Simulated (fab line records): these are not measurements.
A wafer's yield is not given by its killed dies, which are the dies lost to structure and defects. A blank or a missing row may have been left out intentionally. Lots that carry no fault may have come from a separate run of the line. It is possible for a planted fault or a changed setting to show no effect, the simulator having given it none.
A lot that was struck, set against a sound lot -- flow sfq-line -- 42 out of 325 route steps
Sound: the wafers L965.2, L965.4, L965.5. Struck: wafer L978.1. (L978.4 of the same lot was not struck and is left out.) The cause comes at the end.
Order at every step that has rows: each side's tool, ch and its chambers, its first start. Under that, the readings that differ: sound wafers -- struck wafers -- difference of the means -- sigmas: that difference in standard deviations of wafers without a fault.
alike: readings whose means differ by less than 2 such deviations, and words and numbers that are the same on both sides. not compared: withheld readings, readings that some wafer has no value for, bounds like >300 that may hide the same value, and numbers for which the record gives no deviation and whose values overlap.
A row with sigmas, a row that says differs or no value, or rows on one side alone: a step with any of these is where the two part. Numbers that have no deviation but don't overlap get no sigmas and don't part them. A reading missing from all wafers of one side parts the sides only when that side holds two or more wafers.

first, 6 steps without rows for these wafers: SFQ_TRILAYER_M4_LITHO_COAT_098 (resist thk 62 nm); SFQ_TRILAYER_M4_LITHO_COAT_093 (resist thk 600 nm); SFQ_TRILAYER_M4_LITHO_SOFTBAKE_097; SFQ_TRILAYER_M4_LITHO_EXPOSE_094 (exposes mask M4, target cd 500 nm); SFQ_TRILAYER_M4_LITHO_PEB_096 (peb time 60 s); SFQ_TRILAYER_M4_LITHO_DEVELOP_095 (time 60 s).
SFQ_M4_OVL_MEAS_926:
  struck on overlay-02, day 45 19:46; sound on overlay-02, day 41 13:52
reading,sound,struck,difference,sigmas
M4_OVL (nm),-12 -4 -10,2,+11,+2
then, 2 steps without rows for these wafers: SFQ_TRILAYER_M4_BARC_OPEN_METAL_ETCH_123 (etches BARC in O2, target depth 125 nm, time 41.7 s); SFQ_TRILAYER_M4_ETCH_METAL_ETCH_096 (etches Nb in Cl2/Ar, stops on SiO2, target depth 240 nm, time 120 s).
SFQ_TRILAYER_M4_STRIP_STRIP_097: strips in O2.
  sound on rie-metal-02 ch 0, day 41 14:05; struck on rie-metal-02 ch 0, day 45 19:59
  alike: chamber-pressure-mTorr, drypump-motor-current-A, oes-product-au
  not compared: rf-hours-counter-h
then, 1 step without rows for these wafers: SFQ_TRILAYER_M4_STRIP_SOLV_CLEAN_098 (cleans in NMP, time 600 s).
SFQ_TRILAYER_I4_DEP_PECVD_099: deposits SiO2 from SiH4/N2O, time 111.11 s, target thk 500 nm.
  sound on pecvd-01 ch 0,1, day 41 14:52; struck on pecvd-03 ch 1, day 45 20:45
  alike: heater-power-w, throttle-valve-pct
SFQ_TRILAYER_I4_CMP_CMP_100: polishes SiO2.
  sound on cmp-02 ch 0,3, day 42 02:16; struck on cmp-01 ch 2, day 46 03:13
reading,sound,struck,difference,sigmas
time-to-endpoint-s (s),214 216 206,257,+45,+5
model.SiO2_of_TRILAYER_I4_DEP_PECVD_099.thk-nm (nm),201.6 199.8 199.8,150.1,-50.3,
  alike: motor-current-A
SFQ_I4_BOW_MEAS_927:
  struck on film-metro-02, day 46 05:43; sound on film-metro-01, day 42 04:47
  alike: I4_BOW
SFQ_TRILAYER_I4_METRO_MEASURE_101:
  struck on film-metro-02, day 46 05:50; sound on film-metro-01, day 42 05:05
reading,sound,struck,difference,sigmas
thk-nm (nm),201.6 199.9 199.7,150.1,-50.3,-39
then, 6 steps without rows for these wafers: SFQ_TRILAYER_I4_VIA_LITHO_COAT_108 (resist thk 62 nm); SFQ_TRILAYER_I4_VIA_LITHO_COAT_103 (resist thk 650 nm); SFQ_TRILAYER_I4_VIA_LITHO_SOFTBAKE_107; SFQ_TRILAYER_I4_VIA_LITHO_EXPOSE_104 (exposes mask I4, target cd 700 nm); SFQ_TRILAYER_I4_VIA_LITHO_PEB_106 (peb time 60 s); SFQ_TRILAYER_I4_VIA_LITHO_DEVELOP_105 (time 60 s).
-- the record jumps here: 5 days lie between the struck wafers' starts before and after --
SFQ_I4_OVL_MEAS_928:
  struck on overlay-02, day 50 19:35; sound on overlay-02, day 47 21:05
  alike: I4_OVL
then, 1 step without rows for these wafers: SFQ_TRILAYER_I4_VIA_BARC_OPEN_VIA_ETCH_146 (etches BARC in O2, target depth 125 nm, time 41.7 s).
SFQ_TRILAYER_I4_VIA_ETCH_VIA_ETCH_106: etches SiO2 in CHF3, stops on Nb, target depth 260 nm.
  sound on rie-diel-03 ch 0,1,3, day 47 21:10; struck on rie-diel-03 ch 3, day 50 19:40
reading,sound,struck,difference,sigmas
chamber-pressure-mTorr (mTorr),30.03 29.93 30.01,29.91,-0.08,-3
oes-product-au (a.u.),0.859 0.855 0.851,0.734,-0.121,-24
model.etch.depth-nm (nm),201.6 199.8 199.8,150.1,-50.3,
model.I4.feature-depth-nm (nm),201.6 199.8 199.8,150.1,-50.3,
  alike: drypump-motor-current-A
then, 4 steps without rows for these wafers: SFQ_TRILAYER_I4_VIA_STRIP_STRIP_107 (strips in O2); SFQ_TRILAYER_I4_VIA_STRIP_SOLV_CLEAN_108 (cleans in NMP, time 600 s); SFQ_TRILAYER_JJ_TRILAYER_DEP_PRE_CLEAN_113 (time 22.5 s); SFQ_TRILAYER_JJ_TRILAYER_DEP_SPUTTER_109 (material Nb, target thk 150 nm, time 100 s).
SFQ_TRILAYER_JJ_TRILAYER_DEP_SPUTTER_110: material Al, target thk 8 nm, time 10 s.
  struck on pvd-sputter-05, day 50 20:39; sound on pvd-sputter-05, day 47 22:59
  alike: throttle-valve-pct
then, 1 step without rows for these wafers: SFQ_TRILAYER_JJ_TRILAYER_DEP_AL_OXIDATION_111 (oxidation time 600 s).
SFQ_TRILAYER_JJ_TRILAYER_DEP_SPUTTER_112: material Nb, target thk 170 nm, time 113.3 s.
  struck on pvd-sputter-05, day 50 21:40; sound on pvd-sputter-05, day 48 00:00
  alike: substrate-temp-c, throttle-valve-pct
SFQ_JJ_RS_MEAS_929: a four-point-probe measurement.
  struck on film-metro-03, day 50 21:45; sound on film-metro-03, day 48 00:06
reading,sound,struck,difference,sigmas
JJ_NB_RS (ohm/sq),1.051 1.050 1.058,1.021,-0.032,-2
then, 6 steps without rows for these wafers: SFQ_TRILAYER_JJ_CE_LITHO_COAT_119 (resist thk 62 nm); SFQ_TRILAYER_JJ_CE_LITHO_COAT_114 (resist thk 600 nm); SFQ_TRILAYER_JJ_CE_LITHO_SOFTBAKE_118; SFQ_TRILAYER_JJ_CE_LITHO_EXPOSE_115 (exposes mask J5, target cd 700 nm); SFQ_TRILAYER_JJ_CE_LITHO_PEB_117 (peb time 60 s); SFQ_TRILAYER_JJ_CE_LITHO_DEVELOP_116 (time 60 s).
-- the record jumps here: 5 days lie between the struck wafers' starts before and after --
SFQ_JJ_OVL_MEAS_931:
  struck on overlay-02, day 56 02:25; sound on overlay-02, day 52 15:44
  alike: J5_OVL
after that, 1 step had no rows for these wafers: SFQ_TRILAYER_JJ_CE_METRO_MEASURE_117.
SFQ_TRILAYER_JJ_CE_BARC_OPEN_RIE_150: chemistry O2, target BARC, target depth 240 nm, time 80 s.
  sound on rie-metal-03 ch 0,1, day 52 16:58; struck on rie-metal-04 ch 1, day 56 03:40
  alike: chamber-pressure-mTorr, drypump-motor-current-A, oes-product-au
  not compared: rf-hours-counter-h
-- the record jumps here: 5 days lie between the struck wafers' starts before and after --
SFQ_TRILAYER_M5_ETCH_METAL_ETCH_126: etches Nb in Cl2/BCl3, stops on SiO2, time 203.2 s, target depth 265 nm.
  sound on rie-metal-03 ch 0, day 53 02:58; struck on rie-metal-01 ch 1, day 61 13:15
reading,sound,struck,difference,sigmas
drypump-motor-current-A (A),6.2 6.2 6.2,5.3,-0.9,-2
model.SiO2_of_TRILAYER_I4_DEP_PECVD_099.thk-nm (nm),181.6 179.8 179.7,130.5,-49.9,
  alike: chamber-pressure-mTorr, oes-product-au
  not compared: rf-hours-counter-h

WHERE THEY PART
At SFQ_M4_OVL_MEAS_926 first; at SFQ_TRILAYER_M5_ETCH_METAL_ETCH_126 last (within this record only).

WHY: what had been put in by the simulator
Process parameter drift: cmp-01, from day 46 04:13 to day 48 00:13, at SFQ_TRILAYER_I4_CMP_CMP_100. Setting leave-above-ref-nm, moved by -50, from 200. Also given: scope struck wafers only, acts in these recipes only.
